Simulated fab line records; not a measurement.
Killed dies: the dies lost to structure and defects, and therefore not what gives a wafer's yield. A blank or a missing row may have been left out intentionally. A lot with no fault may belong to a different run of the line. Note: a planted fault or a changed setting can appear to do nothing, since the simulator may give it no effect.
fab line records + flow gf180mcu + part 2 of 2: steps 23 to 31 of 31
record:
- lots: 5
- wafers: 15
- last_day: 34
route steps=602 shown VT_IMPLANT@96
lots that met no fault: from a run of the same line without faults
start_h: start of the lot's first displayed wafer, in hours after the record's first day + wait_h: hours elapsed since this lot's preceding step + " same as the row above + L1.1+2: one row covering several wafers at once + - value missing, or start not given + * or withheld: withheld + < > ~ a bound
route shown NAME@n: names a module that has steps shown in the file, with the first one's number in the route + usual: the fault-free wafers' mean and standard deviation + same: alike in all rows + chamber/n: place in a boat + sites: per-site readings + _std_site: standard deviation across them + _edge_site: the outer-site mean with the inner-site mean subtracted + radius_mm: how far each site lies from the wafer's centre + mask NAME#n: copy n + behind: the most recent tool/chamber to have shaped the wafer + hold: why the lot went on hold/how many hours it stayed there/how the hold came to an end + device: the n, p or np transistor that did not switch + end of line: the tests these same wafers got at the end of their route + a step without rows: its recipe alone + killed: at the first sort, the dies lost to defects and structure; wafer yield is something else + map: per-die view of a wafer (x killed, . not killed, _ where there is no die)
set.NAME: the setting the step ran with; set.NAME@STEP: the setting that earlier step ran with + model.NAME: the simulator's own value behind a step, which no gauge read
certain route steps with their lots: each step a table, each wafer a row
services: from which hour (start_h, from the record's first day; less than 0 if before it) a tool's chamber was out of use, for how many hours, and why
== steps ==
step: GF_VT_IMPLANT_DEVELOP_28
recipe:
- develop_time_s: 60
- dev_temp_c: 23
usual:
- chill_plate_temp_C: 23.01/0.1
- exhaust_pa: 45.0/0.9
| lot.wafer | tool           | chamber | start_h | wait_h | chill_plate_temp_C | exhaust_pa |
|-----------|----------------|---------|---------|--------|--------------------|------------|
| L082.1    | litho_track-02 | 0       | 195.20  | 0.1    | 23.08              | 43.9       |
| L082.4    | "              | 0       | "       | "      | 23.13              | 45.5       |
| L082.6    | "              | 0       | "       | "      | 23.05              | 43.0       |
| L090.2    | litho_track-04 | 0       | 246.78  | 0.1    | 22.97              | 44.6       |
| L090.4    | "              | 0       | "       | "      | 23.16              | 43.5       |
| L090.5    | "              | 0       | "       | "      | 23.08              | 44.8       |
| L092.3    | litho_track-04 | 0       | 257.65  | 0.1    | 23.13              | 45.0       |
| L092.4    | "              | 0       | "       | "      | 23.12              | 44.9       |
| L092.5    | "              | 0       | "       | "      | 22.99              | 44.8       |
| L093.2    | litho_track-03 | 0       | 265.64  | 0.1    | 23.02              | 45.5       |
| L093.3    | "              | 0       | "       | "      | 23.21              | 44.3       |
| L093.4    | "              | 0       | "       | "      | 22.78              | 45.6       |
| L096.1    | litho_track-02 | 0       | 282.10  | 0.1    | 22.89              | 43.4       |
| L096.2    | "              | 0       | "       | "      | 22.93              | 44.1       |
| L096.3    | "              | 0       | "       | "      | 23.12              | 44.8       |
step: GF_VT_IMPLANT_OVL_MEAS_29
usual:
- VT_IMPLANT_02_OVL: -0.1/1.2
| lot.wafer | tool       | chamber | start_h | wait_h | VT_IMPLANT_02_OVL[nm] |
|-----------|------------|---------|---------|--------|-----------------------|
| L082.1    | overlay-01 | -       | 195.35  | 0.1    | 1.0                   |
| L082.4    | "          | -       | "       | "      | 0.0                   |
| L082.6    | "          | -       | "       | "      | -0.2                  |
| L090.2    | overlay-01 | -       | 246.91  | 0.1    | 1.0                   |
| L090.4    | "          | -       | "       | "      | -0.4                  |
| L090.5    | "          | -       | "       | "      | -0.9                  |
| L092.3    | overlay-02 | -       | 257.77  | 0.1    | -0.7                  |
| L092.4    | "          | -       | "       | "      | -0.6                  |
| L092.5    | "          | -       | "       | "      | 1.6                   |
| L093.2    | overlay-01 | -       | 265.78  | 0.1    | 0.8                   |
| L093.3    | "          | -       | "       | "      | 2.3                   |
| L093.4    | "          | -       | "       | "      | 2.1                   |
| L096.1    | overlay-02 | -       | 282.25  | 0.1    | -1.3                  |
| L096.2    | "          | -       | "       | "      | 0.6                   |
| L096.3    | "          | -       | "       | "      | 0.2                   |
step: GF_VT_IMPLANT_IMPLANT_30
recipe:
- species: B
- energy_kev: 25
- dose_cm2: 2.465e+12
- tilt_deg: 7
| lot.wafer  | tool         | chamber | start_h | wait_h |
|------------|--------------|---------|---------|--------|
| L082.1+4+6 | implanter-02 | 0       | 195.39  | 0.0    |
| L090.2+4+5 | implanter-01 | 0       | 246.97  | 0.0    |
| L092.3+4+5 | implanter-03 | 0       | 257.84  | 0.1    |
| L093.2+3+4 | implanter-02 | 0       | 265.83  | 0.0    |
| L096.1+2+3 | implanter-01 | 0       | 282.29  | 0.0    |
step: GF_VT_IMPLANT_STRIP_31
recipe:
- chemistry: O2/N2
- power_w: 1400
- pressure_mtorr: 1500
- platen_temp_c: 250
- o2_flow_sccm: 3000
- n2_flow_sccm: 300
- overash_fraction: 0.5
usual:
- drypump_motor_current_A: 5.9/0.57
- heater_power_w: 332/30
- oes_product_au: 0.716/0.0044
- strip_time_to_endpoint_s: 12.64/0.045
| lot.wafer | tool            | chamber | start_h | wait_h | drypump_motor_current_A | heater_power_w | oes_product_au | rf_hours_counter_h | strip_time_to_endpoint_s |
|-----------|-----------------|---------|---------|--------|-------------------------|----------------|----------------|--------------------|--------------------------|
| L082.1    | plasma_asher-03 | 0       | 195.54  | 0.1    | 6.0                     | 294            | 0.718          | 59                 | 12.54                    |
| L082.4    | "               | 1       | "       | "      | 5.1                     | 383            | 0.707          | -                  | 12.55                    |
| L082.6    | "               | 1       | "       | "      | 5.1                     | 371            | 0.716          | -                  | 12.60                    |
| L090.2    | plasma_asher-04 | 1       | 247.09  | 0.1    | 6.5                     | 360            | 0.711          | 47                 | 12.68                    |
| L090.4    | "               | 0       | "       | "      | 6.2                     | 323            | 0.724          | -                  | 12.71                    |
| L090.5    | "               | 1       | "       | "      | 6.5                     | 373            | 0.715          | -                  | 12.69                    |
| L092.3    | plasma_asher-04 | 0       | 257.97  | 0.1    | 6.2                     | 325            | 0.716          | -                  | 12.63                    |
| L092.4    | "               | 1       | "       | "      | 6.5                     | 366            | 0.721          | -                  | 12.61                    |
| L092.5    | "               | 1       | "       | "      | 6.5                     | 365            | 0.721          | -                  | 12.58                    |
| L093.2    | plasma_asher-02 | 1       | 265.96  | 0.1    | 5.8                     | 329            | 0.714          | 15                 | 12.61                    |
| L093.3    | "               | 1       | "       | "      | 5.8                     | 328            | 0.711          | -                  | 12.56                    |
| L093.4    | "               | 0       | "       | "      | 5.0                     | 306            | 0.721          | -                  | 12.57                    |
| L096.1    | plasma_asher-04 | 1       | 282.44  | 0.1    | 6.5                     | 361            | 0.714          | 51                 | 12.64                    |
| L096.2    | "               | 0       | "       | "      | 6.2                     | 323            | 0.711          | 51                 | 12.60                    |
| L096.3    | "               | 1       | "       | "      | 6.6                     | 368            | 0.718          | -                  | 12.59                    |
step: GF_VT_IMPLANT_TW_MEAS_32
usual:
- VT_IMPLANT_3_TW: 267.1/2.9
| lot.wafer | tool          | chamber | start_h | wait_h | VT_IMPLANT_3_TW |
|-----------|---------------|---------|---------|--------|-----------------|
| L082.1    | film_metro-01 | -       | 195.64  | 0.1    | 267.5           |
| L082.4    | "             | -       | "       | "      | 266.0           |
| L082.6    | "             | -       | "       | "      | 267.3           |
| L090.2    | film_metro-03 | -       | 247.20  | 0.1    | 269.7           |
| L090.4    | "             | -       | "       | "      | 270.1           |
| L090.5    | "             | -       | "       | "      | 270.3           |
| L092.3    | film_metro-03 | -       | 258.06  | 0.1    | 269.4           |
| L092.4    | "             | -       | "       | "      | 269.7           |
| L092.5    | "             | -       | "       | "      | 268.7           |
| L093.2    | film_metro-03 | -       | 266.07  | 0.1    | 268.5           |
| L093.3    | "             | -       | "       | "      | 270.9           |
| L093.4    | "             | -       | "       | "      | 269.9           |
| L096.1    | film_metro-03 | -       | 282.54  | 0.1    | 269.4           |
| L096.2    | "             | -       | "       | "      | 268.3           |
| L096.3    | "             | -       | "       | "      | 269.7           |
step: GF_VT_IMPLANT_DEHYDRATE_33
recipe:
- temp_c: 200
- time_s: 60
usual:
- chill_plate_temp_C: 23.00/0.094
- exhaust_pa: 45.1/0.86
| lot.wafer | tool           | chamber | start_h | wait_h | chill_plate_temp_C | exhaust_pa |
|-----------|----------------|---------|---------|--------|--------------------|------------|
| L082.1    | litho_track-04 | 0       | 203.76  | 8.1    | 23.00              | 43.8       |
| L082.4    | "              | 0       | "       | "      | 22.97              | 45.0       |
| L082.6    | "              | 0       | "       | "      | 22.86              | 45.5       |
| L090.2    | litho_track-03 | 0       | 255.69  | 8.5    | 23.00              | 46.5       |
| L090.4    | "              | 0       | "       | "      | 22.95              | 47.3       |
| L090.5    | "              | 0       | "       | "      | 23.03              | 46.6       |
| L092.3    | litho_track-02 | 0       | 266.40  | 8.3    | 23.12              | 46.1       |
| L092.4    | "              | 0       | "       | "      | 22.87              | 44.7       |
| L092.5    | "              | 0       | "       | "      | 23.05              | 45.2       |
| L093.2    | litho_track-02 | 0       | 273.58  | 7.5    | 23.15              | 43.4       |
| L093.3    | "              | 0       | "       | "      | 22.81              | 44.7       |
| L093.4    | "              | 0       | "       | "      | 23.02              | 44.2       |
| L096.1    | litho_track-04 | 0       | 291.70  | 9.2    | 22.98              | 45.3       |
| L096.2    | "              | 0       | "       | "      | 22.98              | 44.9       |
| L096.3    | "              | 0       | "       | "      | 22.98              | 44.2       |
step: GF_VT_IMPLANT_HMDS_34
recipe:
- prime_time_s: 60
- prime_temp_c: 120
usual:
- chill_plate_temp_C: 23.01/0.12
- exhaust_pa: 44.8/0.87
| lot.wafer | tool           | chamber | start_h | wait_h | chill_plate_temp_C | exhaust_pa |
|-----------|----------------|---------|---------|--------|--------------------|------------|
| L082.1    | litho_track-04 | 0       | 203.91  | 0.1    | 23.13              | 45.1       |
| L082.4    | "              | 0       | "       | "      | 23.13              | 44.3       |
| L082.6    | "              | 0       | "       | "      | 23.00              | 44.4       |
| L090.2    | litho_track-03 | 0       | 255.84  | 0.1    | 22.86              | 46.7       |
| L090.4    | "              | 0       | "       | "      | 23.02              | 46.0       |
| L090.5    | "              | 0       | "       | "      | 22.93              | 46.4       |
| L092.3    | litho_track-02 | 0       | 266.55  | 0.1    | 23.02              | 44.9       |
| L092.4    | "              | 0       | "       | "      | 23.02              | 44.8       |
| L092.5    | "              | 0       | "       | "      | 23.11              | 44.5       |
| L093.2    | litho_track-02 | 0       | 273.73  | 0.1    | 22.75              | 45.3       |
| L093.3    | "              | 0       | "       | "      | 23.21              | 45.8       |
| L093.4    | "              | 0       | "       | "      | 22.91              | 45.1       |
| L096.1    | litho_track-04 | 0       | 291.85  | 0.1    | 23.18              | 43.9       |
| L096.2    | "              | 0       | "       | "      | 23.16              | 42.9       |
| L096.3    | "              | 0       | "       | "      | 23.19              | 42.5       |
step: GF_VT_IMPLANT_COAT_35
recipe:
- resist: NOVOLAK
- spin_rpm: 3000
- resist_thk_nm: 1000
usual:
- chill_plate_temp_C: 23.00/0.11
- exhaust_pa: 45.1/0.95
- spin_speed_rpm: 3000.0/2.2
| lot.wafer | tool           | chamber | start_h | wait_h | chill_plate_temp_C | exhaust_pa | spin_speed_rpm |
|-----------|----------------|---------|---------|--------|--------------------|------------|----------------|
| L082.1    | litho_track-04 | 0       | 204.06  | 0.1    | 22.91              | 44.7       | 2998.5         |
| L082.4    | "              | 0       | "       | "      | 22.84              | 44.2       | 2998.9         |
| L082.6    | "              | 0       | "       | "      | 22.85              | 44.9       | 2998.9         |
| L090.2    | litho_track-03 | 0       | 255.99  | 0.1    | 22.88              | 46.7       | 2998.6         |
| L090.4    | "              | 0       | "       | "      | 23.08              | 46.8       | 2999.4         |
| L090.5    | "              | 0       | "       | "      | 23.01              | 45.4       | 2997.4         |
| L092.3    | litho_track-02 | 0       | 266.70  | 0.1    | 23.18              | 44.9       | 2999.5         |
| L092.4    | "              | 0       | "       | "      | 23.10              | 46.6       | 3000.1         |
| L092.5    | "              | 0       | "       | "      | 23.03              | 45.1       | 2999.2         |
| L093.2    | litho_track-02 | 0       | 273.88  | 0.1    | 23.01              | 43.5       | 2997.3         |
| L093.3    | "              | 0       | "       | "      | 23.12              | 44.8       | 3001.5         |
| L093.4    | "              | 0       | "       | "      | 23.05              | 45.0       | 2998.9         |
| L096.1    | litho_track-04 | 0       | 292.00  | 0.1    | 23.11              | 44.4       | 2998.3         |
| L096.2    | "              | 0       | "       | "      | 23.07              | 46.7       | 2998.7         |
| L096.3    | "              | 0       | "       | "      | 23.05              | 45.7       | 3000.3         |
step: GF_VT_IMPLANT_SOFTBAKE_36
recipe:
- temp_c: 90
- time_s: 60
- resist: NOVOLAK
usual:
- chill_plate_temp_C: 22.99/0.11
- exhaust_pa: 44.9/0.9
| lot.wafer | tool           | chamber | start_h | wait_h | chill_plate_temp_C | exhaust_pa |
|-----------|----------------|---------|---------|--------|--------------------|------------|
| L082.1    | litho_track-04 | 0       | 204.21  | 0.1    | 22.95              | 44.3       |
| L082.4    | "              | 0       | "       | "      | 22.91              | 43.0       |
| L082.6    | "              | 0       | "       | "      | 22.98              | 44.4       |
| L090.2    | litho_track-03 | 0       | 256.14  | 0.1    | 22.72              | 46.7       |
| L090.4    | "              | 0       | "       | "      | 22.82              | 46.8       |
| L090.5    | "              | 0       | "       | "      | 22.90              | 46.7       |
| L092.3    | litho_track-02 | 0       | 266.85  | 0.1    | 22.89              | 44.8       |
| L092.4    | "              | 0       | "       | "      | 22.74              | 44.8       |
| L092.5    | "              | 0       | "       | "      | 22.98              | 45.3       |
| L093.2    | litho_track-02 | 0       | 274.03  | 0.1    | 23.07              | 44.6       |
| L093.3    | "              | 0       | "       | "      | 22.93              | 45.9       |
| L093.4    | "              | 0       | "       | "      | 23.10              | 44.8       |
| L096.1    | litho_track-04 | 0       | 292.15  | 0.1    | 23.01              | 44.3       |
| L096.2    | "              | 0       | "       | "      | 22.96              | 44.8       |
| L096.3    | "              | 0       | "       | "      | 22.97              | 45.0       |
== services ==
| tool             | chamber | start_h | hours | kind                      |
|------------------|---------|---------|-------|---------------------------|
| plasma_asher-02  | -       | 138.67  | 1.5   | repair                    |
| iline_stepper-01 | -       | 143.51  | 1.7   | pm                        |
| litho_track-03   | -       | 150.63  | -     | consumable_replace:filter |
| implanter-03     | -       | 165.48  | 6.2   | repair                    |
| iline_stepper-01 | -       | 175.98  | 4.4   | pm                        |
| iline_stepper-01 | 0       | 186.73  | -     | calibration               |
| iline_stepper-02 | -       | 189.87  | 7.6   | repair                    |
| plasma_asher-04  | -       | 194.47  | 1.8   | repair                    |
| iline_stepper-02 | -       | 214.94  | 1.7   | pm                        |
| implanter-03     | -       | 250.32  | 0.8   | repair                    |
| plasma_asher-04  | -       | 252.45  | 1.4   | repair                    |
| implanter-03     | -       | 254.96  | 0.7   | repair                    |
| iline_stepper-02 | -       | 256.71  | 12.2  | repair                    |
| iline_stepper-01 | -       | 257.77  | 32.6  | repair                    |
| implanter-03     | -       | 277.10  | 2.7   | repair                    |
| plasma_asher-02  | -       | 288.82  | 4.3   | repair                    |
| implanter-01     | -       | 292.17  | 2.1   | repair                    |
